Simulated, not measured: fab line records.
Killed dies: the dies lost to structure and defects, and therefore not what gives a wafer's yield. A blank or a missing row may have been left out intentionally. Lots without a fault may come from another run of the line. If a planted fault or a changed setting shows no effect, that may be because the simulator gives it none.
Problem report in the 8D (eight disciplines) form, filled by code + flow gf180mcu + the parts of the form that need people (team, actions taken, sign-off) are left out

== 1. THE ISSUE ==
Mean M3_ALCU_RS at GF_M3_RS_MEAS_05: 0.1277 ohm/sq over 5 wafers in 3 lots; fault-free wafers: 0.0697 ohm/sq, standard deviation 0.00091. Relative to the usual mean, that is a shift of +64 standard deviations.
The step: measures by four-point-probe.
Earliest sighting: wafer L866.3 on film metro-01 at day 24 06:02. The record holds 30 wafers of 10 lots with a number at this step. By rule, "out" or "out of limits" means more than 4 standard deviations away from the usual mean. Any other wafer with a number is counted as sound.

== 2. WHAT IT IS; WHAT IT IS NOT ==
| question                    | is                                     | is not                                                                                       |
|-----------------------------|----------------------------------------|----------------------------------------------------------------------------------------------|
| which readings at this step | M3_ALCU_RS                             | -                                                                                            |
| which lots                  | L866, L868, L871                       | L859, L863, L864, L865, L875, L880, L881                                                     |
| which wafers of those lots  | L866.3, L868.2, L868.3, L871.1, L871.2 | L866.4, L866.5, L868.4, L871.5                                                               |
| read on which gauges        | film metro-01, film metro-04           | film metro-02                                                                                |
| when                        | from day 24 06:02                      | up to then (14 sound wafers); but 11 sound wafers of L868, L871, L875, L880, L881 came after |

== 3. WHAT RULES OUT EACH SUSPECT ==
Counting: any tool at a process step up to the reading remains a suspect provided it ran every lot that is out. Sound lots after the first of them don't rule it out here, since some wafers of a struck lot are sound.
- ruled out: the gauge at GF_M3_RS_MEAS_05. Those wafers that are out were read across 2 gauges (film metro-01, film metro-04).
- pvd sputter-02 at GF_M3_SPUTTER_00 (material Ti, target thk 37.5 nm, time 150 s): kept. Ran every lot that is out, first one L866 (day 24 05:47); last sound lot up to then L864 (day 24 00:52).
- pvd sputter-02 at GF_M3_SPUTTER_02 (material AlCu, target thk 450 nm, time 23.9 s): kept. Ran every lot that is out, first one L866 (day 24 05:55); last sound lot up to then L864 (day 24 00:59).
The count leaves pvd sputter-02 at GF_M3_SPUTTER_02 and pvd sputter-02 at GF_M3_SPUTTER_00.

== 4. THE CAUSE (what the simulator had put in) ==
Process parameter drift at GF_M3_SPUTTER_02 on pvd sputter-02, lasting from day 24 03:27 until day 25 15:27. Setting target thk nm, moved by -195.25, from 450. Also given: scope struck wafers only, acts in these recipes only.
After counting, 2 suspects remain, this tool included.

== 5. THE EFFECT CHAIN, in route order ==
One row per reading whose mean, taken over the struck wafers that have a number, lies over 3 standard deviations from the usual. Readings are gone through only where the record gives a usual standard deviation; hours: the median, over the lots, of the time from a lot's start at the first step in this table giving one to that lot's start at this step; sigmas: the change measured in usual standard deviations.
| hours | step                | reading            | usual         | on struck wafers | change  | sigmas |
|-------|---------------------|--------------------|---------------|------------------|---------|--------|
| 0     | GF_M3_RS_MEAS_05    | M3_ALCU_RS         | 0.0697 ohm/sq | 0.1277           | +0.0580 | +64    |
| 0     | GF_M3_THK_MEAS_06   | M3_ALCU_THK        | 444 nm        | 245              | -199    | -34    |
| 21    | GF_M3_METAL_ETCH_16 | oes product au     | 0.971 a.u.    | 0.774            | -0.197  | -29    |
| 21    | GF_M3_METAL_ETCH_16 | throttle valve pct | 28.251 %      | 28.467           | +0.216  | +22    |
It contains these process steps:
- GF_M3_METAL_ETCH_16: etches the open film in Cl2/BCl3, stops on SiO2, target depth 627.5 nm, time 104.6 s.

== 6. HOW IT WOULD HAVE BEEN CAUGHT EARLIER ==
Counted from the fault's start at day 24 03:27, it took 3 hours until the first out-of-limits reading at a measuring or inspecting step in this record, taken at day 24 06:02.
Of the tool readings at GF_M3_SPUTTER_02 for which the record gives a usual standard deviation, none was out on any struck wafer, so an alarm limit of 4 standard deviations on them would not have fired.
L868, L871, from the lots that are out (3), started GF_M3_SPUTTER_02 on pvd sputter-02 later than day 24 06:02. A hold on the tool at that time would have spared those 2.
